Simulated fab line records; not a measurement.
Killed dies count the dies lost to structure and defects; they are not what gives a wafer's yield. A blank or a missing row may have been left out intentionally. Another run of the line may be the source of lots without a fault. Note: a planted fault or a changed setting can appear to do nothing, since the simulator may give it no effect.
fab line records    flow sky130
record lots=15  wafers=45  lastDay=50
route steps=708 shown METAL3@532 CAP2M@605 METAL5@672
lots untouched by any fault: they come from a run of this same line in which no faults occurred
startH: start of the lot's first displayed wafer, in hours after the record's first day    waitH: hours since the lot's step before    " repeats the value in the row above    L1.1+2: one row covering several wafers at once    - no value, or no start was given    * or withheld: withheld    < > ~ a bound
route shown NAME@n: a module of which the file shows steps, and the number in the route of the first    usual: the fault-free wafers' mean and standard deviation    same: alike in all rows    chamber/n: place in a boat    sites: readings site by site    _std_site: their standard deviation    _edge_site: outer sites' mean less inner sites'    radiusMm: how far each site lies from the wafer's centre    mask NAME#n: copy n    behind: the most recent tool/chamber to have shaped the wafer    hold: why the lot was held/for how many hours/how that ended    device: transistor that didn't switch, given as n, p or np    end of line: the route-end tests of the same wafers    a step with no rows: only its recipe    killed: dies that structure and defects cost at the first sort, which is not the same as the wafer's yield    map: per-die view of a wafer (x killed, . not killed, _ where there is no die)
set.NAME: the setting as run; set.NAME@STEP: as run at that earlier step    model.NAME: the simulator's own value behind a step, which no gauge read
one table for each step of the route and one row for each wafer, over a sample of lots
services: the hour from which a tool's chamber was out of use, counted from the record's first day as startH (under 0 if before that day), plus the number of hours and why
## steps
# step SKY_METAL3_SPUTTER_00
# recipe material=Ti  targetThkNm=15  powerW=3000  timeS=10  chamberPressurePa=0.4
# usual throttleValvePct=30.1/1.1
lot.wafer  tool           chamber  startH   waitH  throttleValvePct
L230.1     pvdSputter-02  -        864.82   0.2    29.7
L230.2     "              -        "        "      30.2
L230.3     "              -        "        "      27.0
L231.2     pvdSputter-03  -        867.49   0.2    29.3
L231.3     "              -        "        "      30.3
L231.4     "              -        "        "      29.9
L232.1     pvdSputter-01  -        869.89   0.1    31.0
L232.4     "              -        "        "      31.8
L232.5     "              -        "        "      30.6
L233.1     pvdSputter-02  -        872.44   0.2    30.0
L233.2     "              -        "        "      26.8
L233.4     "              -        "        "      29.4
L235.2     pvdSputter-01  -        893.66   0.1    31.0
L235.3     "              -        "        "      31.1
L235.5     "              -        "        "      31.1
L234.1     pvdSputter-02  -        896.01   0.2    29.8
L234.2     "              -        "        "      29.9
L234.5     "              -        "        "      29.7
L236.3     pvdSputter-01  -        900.53   0.1    31.1
L236.4     "              -        "        "      30.6
L236.5     "              -        "        "      31.1
L243.1     pvdSputter-03  -        952.86   0.1    30.6
L243.3     "              -        "        "      29.7
L243.6     "              -        "        "      29.5
L245.4     pvdSputter-03  -        967.55   0.1    30.4
L245.5     "              -        "        "      30.5
L245.6     "              -        "        "      29.5
L246.2     pvdSputter-02  -        971.13   0.2    29.5
L246.4     "              -        "        "      29.9
L246.6     "              -        "        "      27.0
L247.2     pvdSputter-02  -        983.69   0.1    29.6
L247.3     "              -        "        "      30.3
L247.5     "              -        "        "      29.4
L248.4     pvdSputter-01  -        991.97   0.2    30.7
L248.5     "              -        "        "      31.0
L248.6     "              -        "        "      31.8
L249.2     pvdSputter-01  -        993.20   0.2    31.1
L249.4     "              -        "        "      31.1
L249.6     "              -        "        "      31.1
L250.1     pvdSputter-01  -        1000.18  0.2    31.1
L250.3     "              -        "        "      30.6
L250.6     "              -        "        "      30.5
L252.1     pvdSputter-01  -        1012.70  0.1    31.2
L252.2     "              -        "        "      31.0
L252.6     "              -        "        "      30.9
# step SKY_METAL3_SPUTTER_01
# recipe material=TiN  targetThkNm=20  powerW=6500  timeS=16.7  chamberPressurePa=0.4
# usual throttleValvePct=30.1/1.1
lot.wafer  tool           chamber  startH   waitH  throttleValvePct
L230.1     pvdSputter-02  -        864.84   0.0    29.5
L230.2     "              -        "        "      30.1
L230.3     "              -        "        "      26.9
L231.2     pvdSputter-03  -        867.52   0.0    29.4
L231.3     "              -        "        "      30.4
L231.4     "              -        "        "      30.3
L232.1     pvdSputter-01  -        869.92   0.0    31.2
L232.4     "              -        "        "      31.8
L232.5     "              -        "        "      30.7
L233.1     pvdSputter-02  -        872.47   0.0    29.9
L233.2     "              -        "        "      27.2
L233.4     "              -        "        "      29.7
L235.2     pvdSputter-01  -        893.68   0.0    30.8
L235.3     "              -        "        "      30.8
L235.5     "              -        "        "      31.0
L234.1     pvdSputter-02  -        896.03   0.0    29.6
L234.2     "              -        "        "      29.9
L234.5     "              -        "        "      29.8
L236.3     pvdSputter-01  -        900.55   0.0    31.0
L236.4     "              -        "        "      30.6
L236.5     "              -        "        "      31.1
L243.1     pvdSputter-03  -        952.88   0.0    30.5
L243.3     "              -        "        "      29.4
L243.6     "              -        "        "      29.4
L245.4     pvdSputter-03  -        967.57   0.0    30.4
L245.5     "              -        "        "      30.6
L245.6     "              -        "        "      29.8
L246.2     pvdSputter-02  -        971.15   0.0    29.7
L246.4     "              -        "        "      30.1
L246.6     "              -        "        "      26.9
L247.2     pvdSputter-02  -        983.72   0.0    29.5
L247.3     "              -        "        "      30.2
L247.5     "              -        "        "      29.6
L248.4     pvdSputter-01  -        991.99   0.0    30.4
L248.5     "              -        "        "      30.6
L248.6     "              -        "        "      31.7
L249.2     pvdSputter-01  -        993.22   0.0    31.3
L249.4     "              -        "        "      31.3
L249.6     "              -        "        "      31.1
L250.1     pvdSputter-01  -        1000.20  0.0    31.1
L250.3     "              -        "        "      30.5
L250.6     "              -        "        "      30.5
L252.1     pvdSputter-01  -        1012.72  0.0    30.8
L252.2     "              -        "        "      30.8
L252.6     "              -        "        "      30.9
# step SKY_CAP2M_SPUTTER_02
# recipe material=TiN  targetThkNm=200  tempC=300  powerW=6500  timeS=166.7  chamberPressurePa=0.4
# usual substrateTempC=300.00/0.18  throttleValvePct=29.9/1.2
lot.wafer  tool           chamber  startH   waitH  substrateTempC  throttleValvePct
L230.1     pvdSputter-02  -        945.29   0.1    300.26          27.1
L230.2     "              -        "        "      299.88          29.5
L230.3     "              -        "        "      299.83          30.0
L231.2     pvdSputter-02  -        946.88   0.0    299.95          29.8
L231.3     "              -        "        "      300.30          26.8
L231.4     "              -        "        "      300.14          30.0
L232.1     pvdSputter-03  -        949.48   0.1    300.06          30.0
L232.4     "              -        "        "      300.18          30.5
L232.5     "              -        "        "      300.09          30.0
L233.1     pvdSputter-03  -        951.03   0.1    300.10          30.3
L233.2     "              -        "        "      299.69          30.0
L233.4     "              -        "        "      299.76          30.3
L235.2     pvdSputter-01  -        971.38   0.0    300.03          31.2
L235.3     "              -        "        "      300.03          32.0
L235.5     "              -        "        "      299.79          31.0
L234.1     pvdSputter-01  -        973.43   0.1    300.10          31.0
L234.2     "              -        "        "      300.19          32.1
L234.5     "              -        "        "      299.83          30.7
L236.3     pvdSputter-02  -        978.42   0.0    299.94          30.0
L236.4     "              -        "        "      300.15          29.7
L236.5     "              -        "        "      300.27          30.0
L243.1     pvdSputter-02  -        1027.23  0.1    299.88          29.5
L243.3     "              -        "        "      300.01          27.3
L243.6     "              -        "        "      299.93          29.9
L245.4     pvdSputter-01  -        1041.47  0.0    300.12          30.9
L245.5     "              -        "        "      300.00          31.9
L245.6     "              -        "        "      299.95          30.6
L246.2     pvdSputter-03  -        1045.04  0.0    299.69          30.4
L246.4     "              -        "        "      300.08          29.5
L246.6     "              -        "        "      300.07          30.0
L247.2     pvdSputter-02  -        1055.46  0.0    299.98          29.7
L247.3     "              -        "        "      299.93          30.1
L247.5     "              -        "        "      300.14          27.0
L248.4     pvdSputter-02  -        1064.07  0.0    299.96          29.5
L248.5     "              -        "        "      299.88          29.3
L248.6     "              -        "        "      299.97          30.0
L249.2     pvdSputter-03  -        1065.67  0.0    300.09          29.4
L249.4     "              -        "        "      300.01          30.0
L249.6     "              -        "        "      300.01          29.9
L250.1     pvdSputter-01  -        1071.44  0.1    299.95          31.6
L250.3     "              -        "        "      300.28          31.2
L250.6     "              -        "        "      300.00          31.0
L252.1     pvdSputter-02  -        1083.33  0.1    299.88          30.1
L252.2     "              -        "        "      299.99          29.6
L252.6     "              -        "        "      300.06          29.4
# step SKY_METAL5_EXPOSE_11
# recipe maskId=MM5  na=0.6  sourceShape=conventional  sigmaOuter=0.6  polarization=unpolarized  targetCdNm=1600  doseMj=190
# usual exposureDoseMJCm2=190.00/0.18  focusOffsetNm=-0.1/0.59
lot.wafer  tool             chamber  startH   waitH  mask   exposureDoseMJCm2  focusOffsetNm
L230.1     ilineStepper-01  0        1030.59  -      MM5#0  189.93             0.0
L230.2     "                0        "        "      MM5#0  189.81             -2.2
L230.3     "                0        "        "      MM5#0  190.01             -0.3
L231.2     ilineStepper-01  0        1033.10  -      MM5#0  190.09             -0.3
L231.3     "                0        "        "      MM5#0  189.84             -0.7
L231.4     "                0        "        "      MM5#0  189.81             0.2
L232.1     ilineStepper-02  0        1034.41  -      MM5#0  190.09             -0.2
L232.4     "                0        "        "      MM5#0  190.04             0.4
L232.5     "                0        "        "      MM5#0  190.08             0.4
L233.1     ilineStepper-01  -        1037.19  -      MM5#0  -                  -
L233.2     "                -        "        "      MM5#0  -                  -
L233.4     "                -        "        "      MM5#0  -                  -
L235.2     ilineStepper-01  -        1055.40  -      MM5#0  -                  -
L235.3     "                -        "        "      MM5#0  -                  -
L235.5     "                -        "        "      MM5#0  -                  -
L234.1     ilineStepper-01  -        1057.82  -      MM5#0  -                  -
L234.2     "                -        "        "      MM5#0  -                  -
L234.5     "                -        "        "      MM5#0  -                  -
L236.3     ilineStepper-02  0        1062.35  -      MM5#0  189.89             0.5
L236.4     "                0        "        "      MM5#0  190.02             0.8
L236.5     "                0        "        "      MM5#0  189.90             0.5
L243.1     ilineStepper-01  0        1106.14  -      MM5#0  190.18             -0.3
L243.3     "                0        "        "      MM5#0  190.31             0.0
L243.6     "                0        "        "      MM5#0  189.88             -0.6
L245.4     ilineStepper-02  0        1118.02  -      MM5#0  190.21             0.1
L245.5     "                0        "        "      MM5#0  190.01             0.5
L245.6     "                0        "        "      MM5#0  189.93             1.1
L246.2     ilineStepper-01  0        1121.28  -      MM5#0  190.05             0.3
L246.4     "                0        "        "      MM5#0  189.85             -0.2
L246.6     "                0        "        "      MM5#0  189.97             0.1
L247.2     ilineStepper-01  0        1131.64  -      MM5#0  189.90             -0.1
L247.3     "                0        "        "      MM5#0  189.76             -0.3
L247.5     "                0        "        "      MM5#0  189.74             0.5
L248.4     ilineStepper-02  0        1138.45  -      MM5#0  189.92             0.7
L248.5     "                0        "        "      MM5#0  190.19             -0.3
L248.6     "                0        "        "      MM5#0  190.02             -0.3
L249.2     ilineStepper-01  0        1139.31  -      MM5#0  189.82             -0.2
L249.4     "                0        "        "      MM5#0  190.05             0.7
L249.6     "                0        "        "      MM5#0  189.97             -0.7
L250.1     ilineStepper-01  0        1144.68  -      MM5#0  189.81             0.4
L250.3     "                0        "        "      MM5#0  189.53             -0.3
L250.6     "                0        "        "      MM5#0  189.92             0.4
L252.1     ilineStepper-01  0        1154.86  -      MM5#0  190.15             -0.4
L252.2     "                0        "        "      MM5#0  190.17             -0.7
L252.6     "                0        "        "      MM5#0  190.26             -0.7
## services
tool             chamber  startH   hours  kind
ilineStepper-02  -        845.90   2.1    pm
ilineStepper-02  -        847.99   -      consumableReplace:lamp
ilineStepper-02  -        873.44   1.8    repair
pvdSputter-03    -        894.75   8.1    repair
ilineStepper-02  -        906.06   1.7    pm
pvdSputter-01    -        908.89   2.0    repair
ilineStepper-01  -        914.00   4.4    pm
pvdSputter-02    -        964.05   6.7    repair
ilineStepper-01  -        979.46   1.7    pm
ilineStepper-01  -        985.01   5.8    repair
pvdSputter-02    -        985.63   2.1    repair
pvdSputter-01    -        1093.33  9.9    repair
ilineStepper-02  -        1124.24  1.7    pm
pvdSputter-03    -        1133.30  12.8   repair
## key
firstSign step=SKY_METAL5_EXPOSE_11  reading=toolRecord  direction=missing
effect none on later readings
metAt SKY_METAL5_EXPOSE_11
struckLots L233,L234,L235
laterRowsLeftOut L233.1,L233.2,L233.4,L234.1,L234.2,L234.5,L235.2,L235.3,L235.5
sortLeftOut L233.1,L233.2,L233.4,L234.1,L234.2,L234.5,L235.2,L235.3,L235.5
notActingAt SKY_METAL3_SPUTTER_00,SKY_METAL3_SPUTTER_01,SKY_CAP2M_SPUTTER_02
onsetBetween 1033.10 1037.19
fault kind=skippedStepWhole  tool=ilineStepper-01  chamber=-  onsetH=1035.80  steps=SKY_METAL5_EXPOSE_11  scope=struckLotsOnly
# sortLeftOut: the simulated sort isn't trusted on such a fault, so these wafers' sort isn't shown, and their yield isn't known
# laterRowsLeftOut: the simulator's readings of these wafers behind a module that went badly wrong aren't trusted and aren't shown, but for the sort
